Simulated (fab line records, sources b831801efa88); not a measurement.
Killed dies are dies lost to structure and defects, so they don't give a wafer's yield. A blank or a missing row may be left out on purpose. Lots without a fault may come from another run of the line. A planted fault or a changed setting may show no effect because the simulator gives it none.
A struck lot beside a sound one | flow sky130 | 43 steps out of a route of 708
Sound: wafers L153.2, L153.4, L153.6. Struck: wafer L162.6. (L162.2, L162.5 of the same lot were not struck and are left out.) The cause comes at the end.
At each step with rows: each side's tool, then ch and its chambers, then its first start. Under that, the readings that differ: sound wafers | struck wafers | difference of the means | sigmas: that difference in standard deviations of wafers without a fault.
alike: readings whose means differ by less than 2 such deviations, and words and numbers that are the same on both sides. not compared: withheld readings, readings that some wafer has no value for, bounds like >300 that may hide the same value, and numbers for which the record gives no deviation and whose values overlap.
The two part at a step that has a row with sigmas, a row that says differs or no value, or rows on one side only. Numbers that don't overlap but have no deviation are shown without sigmas and don't part them. A reading that every wafer of one side lacks parts them only if that side has two wafers or more.

SKY_FIELD_ISO_THK_MEAS_04:
  sound on film_metro-03, day 2 15:48; struck on film_metro-04, day 4 16:46
  alike: FIELD_ISO_CVD_03_THK
then, 8 steps without rows for these wafers: SKY_FIELD_ISO_DEHYDRATE_05 (time 60 s); SKY_FIELD_ISO_HMDS_06 (prime time 60 s); SKY_FIELD_ISO_COAT_07 (resist thk 60 nm); SKY_FIELD_ISO_COAT_08 (resist thk 450 nm); SKY_FIELD_ISO_SOFTBAKE_09 (time 90 s); SKY_FIELD_ISO_EXPOSE_10 (exposes mask FOM, target cd 150 nm); SKY_FIELD_ISO_PEB_11; SKY_FIELD_ISO_DEVELOP_12 (develop time 60 s).
SKY_FIELD_ISO_CD_MEAS_13: target cd 150 nm.
  sound on cd_sem-01, day 3 06:19; struck on cd_sem-01, day 5 08:43
  alike: cd_nm
SKY_FIELD_ISO_ETCH_14: etches BARC in N2/H2, stops on SiO2, time 45.9 s, target depth 60 nm.
  sound on rie_diel-03 ch 0,1, day 3 06:25; struck on rie_diel-04 ch 1, day 5 08:49
  reading               | sound             | struck | difference | sigmas
  oes_product_au (a.u.) | 0.852 0.855 0.845 | 0.862  | +0.011     | +3
  alike: drypump_motor_current_A, n2_flow_sccm, throttle_valve_pct
  not compared: rf_hours_counter_h
SKY_FIELD_ISO_ETCH_15: etches the open film in CHF3/O2, stops on Si, target depth 180 nm, time 72 s.
  sound on rie_diel-03 ch 0,1, day 3 06:28; struck on rie_diel-04 ch 1, day 5 08:51
  alike: drypump_motor_current_A, oes_product_au, throttle_valve_pct
  not compared: rf_hours_counter_h
SKY_FIELD_ISO_STRIP_16: strips in O2/N2.
  sound on plasma_asher-01 ch 0,1, day 3 06:31; struck on plasma_asher-01 ch 0, day 5 08:55
  reading             | sound             | struck | difference | sigmas
  n2_flow_sccm (sccm) | 300.8 298.8 298.7 | 301.4  | +2.0       | +2
  alike: drypump_motor_current_A, oes_product_au, strip_time_to_endpoint_s
  not compared: rf_hours_counter_h
SKY_FIELD_ISO_ETCH_17: etches Si in HBr/Cl2/O2, target depth 342 nm, time 97.7 s.
  sound on rie_si-02 ch 0,2, day 3 06:37; struck on rie_si-01 ch 3, day 5 09:01
  reading               | sound             | struck | difference | sigmas
  oes_product_au (a.u.) | 1.008 1.000 0.999 | 0.984  | -0.018     | -2
  alike: drypump_motor_current_A, throttle_valve_pct
  not compared: rf_hours_counter_h
then, 5 steps without rows for these wafers: SKY_FIELD_ISO_WET_ETCH_18 (etches Si3N4 in H3PO4, target depth 25 nm, time 286 s); SKY_FIELD_ISO_CLEAN_19 (cleans in SC1/SC2, time 150 s); SKY_FIELD_ISO_CLEAN_20 (cleans in dHF, time 20 s); SKY_FIELD_ISO_WET_ETCH_21 (etches SiO2 in dHF, target depth 20 nm, time 400 s); SKY_FIELD_ISO_OXIDATION_22 (stabilise 600 s, purge 300 s, target thk 10 nm).
SKY_FIELD_ISO_THK_MEAS_23:
  sound on film_metro-04, day 3 09:14; struck on film_metro-03, day 5 12:49
  alike: FIELD_ISO_OXIDATION_01_THK
then, 1 step without rows for these wafers: SKY_FIELD_ISO_CVD_24 (deposits SiO2, target thk 595 nm, time 99.2 s).
SKY_FIELD_ISO_THK_MEAS_25:
  sound on film_metro-03, day 3 09:22; struck on film_metro-03, day 5 12:56
  alike: FIELD_ISO_CVD_24_THK
then, 1 step without rows for these wafers: SKY_FIELD_ISO_ANNEAL_26 (time 1800 s).
SKY_FIELD_ISO_CMP_27: polishes, stops on Si3N4, t overpolish 16 s, target thk 457.8 nm.
  sound on cmp-01 ch 1,3, day 3 12:03; struck on cmp-01 ch 0, day 5 15:28
  reading              | sound                | struck | difference | sigmas
  overpolish_run_s (s) | 16.014 15.997 16.011 | 15.988 | -0.019     | -2
  alike: motor_current_A, time_to_endpoint_s
then, 5 steps without rows for these wafers: SKY_FIELD_ISO_WET_ETCH_28 (etches SiO2 in dHF, target depth 23.7 nm, time 47 s); SKY_FIELD_ISO_WET_ETCH_29 (etches Si3N4 in H3PO4, target depth 160 nm, time 1825 s); SKY_FIELD_ISO_WET_ETCH_30 (etches SiO2 in dHF, target depth 25 nm, time 50 s); SKY_NWELL_CLEAN_00 (cleans in SC1/SC2, time 150 s); SKY_NWELL_OXIDATION_01 (stabilise 600 s, purge 300 s, target thk 10 nm).
SKY_NWELL_THK_MEAS_02:
  sound on film_metro-04, day 3 15:02; struck on film_metro-01, day 5 17:44
  alike: NWELL_OXIDATION_THK
then, 8 steps without rows for these wafers: SKY_DNWELL_DEHYDRATE_00 (time 60 s); SKY_DNWELL_HMDS_01 (prime time 60 s); SKY_DNWELL_COAT_02 (resist thk 3000 nm); SKY_DNWELL_SOFTBAKE_03; SKY_DNWELL_EXPOSE_04 (exposes mask DNM, target cd 3000 nm); SKY_DNWELL_PEB_05; SKY_DNWELL_DEVELOP_06 (develop time 60 s); SKY_DNWELL_IMPLANT_07.
SKY_DNWELL_STRIP_08: strips in O2/N2.
  sound on plasma_asher-01 ch 0,1, day 4 06:48; struck on plasma_asher-01 ch 1, day 6 12:33
  reading               | sound             | struck | difference | sigmas
  oes_product_au (a.u.) | 0.724 0.727 0.722 | 0.714  | -0.010     | -2
  alike: drypump_motor_current_A, n2_flow_sccm, strip_time_to_endpoint_s
  not compared: rf_hours_counter_h
SKY_DNWELL_TW_MEAS_09:
  sound on film_metro-01, day 4 06:55; struck on film_metro-01, day 6 12:40
  alike: DNWELL_TW
then, 2 steps without rows for these wafers: SKY_PWDE_DEHYDRATE_00 (time 60 s); SKY_PWDE_HMDS_01 (prime time 60 s).
-- the record jumps here: 43 days lie between the struck wafers' starts before and after (it left off in module PWDE and takes up again in module PAD_OPEN, whose first step shown is number 708 of the route) --
SKY_PAD_OPEN_PROBE_99:
  the record has rows for the struck wafers here (prober-01, day 49 10:10) and none for the sound ones

WHERE THEY PART
First at SKY_FIELD_ISO_ETCH_14; last, within this record, at SKY_PAD_OPEN_PROBE_99.

WHY: what the simulator had put in
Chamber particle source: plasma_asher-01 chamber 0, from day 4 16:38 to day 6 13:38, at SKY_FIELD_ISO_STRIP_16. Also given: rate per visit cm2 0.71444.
